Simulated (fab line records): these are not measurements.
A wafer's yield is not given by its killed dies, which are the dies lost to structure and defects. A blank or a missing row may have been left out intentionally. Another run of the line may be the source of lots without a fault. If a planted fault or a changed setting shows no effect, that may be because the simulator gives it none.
Which tool did it? ; flow gf180mcu ; 6 lots with 18 wafers sampled at 2 steps, on a route of 602 steps

WHAT THE GAUGES READ, wafer by wafer
GF_DNWELL_TW_MEAS_09.
lot;measured;on;DNWELL_TW
L700;day 3 00:08;film-metro-02;1332 1341 1343
L704;day 3 22:55;film-metro-02;1337 1328 1332
L707;day 4 14:10;film-metro-02;1333 1328 1336
L709;day 5 00:55;film-metro-02;1330 1338 1337
L712;day 5 17:08;film-metro-01;1363 1358 1358
L721;day 7 14:52;film-metro-03;1497 1491 1486 1499 1491 1490

EACH LOT AND THE TOOL THAT RAN IT (in order: tool; ch and the chambers of the sampled wafers; start)
lot;GF_DNWELL_IMPLANT_07
L700;implanter-02 ch 0, day 2 23:56
L704;implanter-04 ch 0, day 3 22:41
L707;implanter-02 ch 0, day 4 13:55
L709;implanter-04 ch 0, day 5 00:40
L712;implanter-04 ch 0, day 5 16:55
L721;implanter-02 ch 0, day 7 14:38
- GF_DNWELL_IMPLANT_07

THE ANSWER, worked out from the rows above alone
Rule: the lots themselves supply what counts as usual. Put in order of their means at a reading, lots are off if they are a third of the lots or fewer, leave a main group of 4 or more, and stand apart from it by a gap of 3 or more times the standard deviation of the main group's means; of several such gaps the widest counts. A main group is skipped when, at the precision printed for the reading in the tables above, its means are all equal. Also off: a lot with no number at a reading for which 4 or more lots have one. The other lots that the step has rows for count as sound.
Off: at GF_DNWELL_TW_MEAS_09 (DNWELL_TW), L721. For the main group the mean is 1340 and the standard deviation 10.
If a tool, at a process step before that reading, ran all the lots that are off and no sound lot after the first of them, it fits. Gauges at GF_DNWELL_TW_MEAS_09: tried the same way as those tools. Undecided on this evidence; 2 tools fit (implanter-02 at GF_DNWELL_IMPLANT_07, film-metro-03 at GF_DNWELL_TW_MEAS_09).

WHAT THE SIMULATOR PUT IN
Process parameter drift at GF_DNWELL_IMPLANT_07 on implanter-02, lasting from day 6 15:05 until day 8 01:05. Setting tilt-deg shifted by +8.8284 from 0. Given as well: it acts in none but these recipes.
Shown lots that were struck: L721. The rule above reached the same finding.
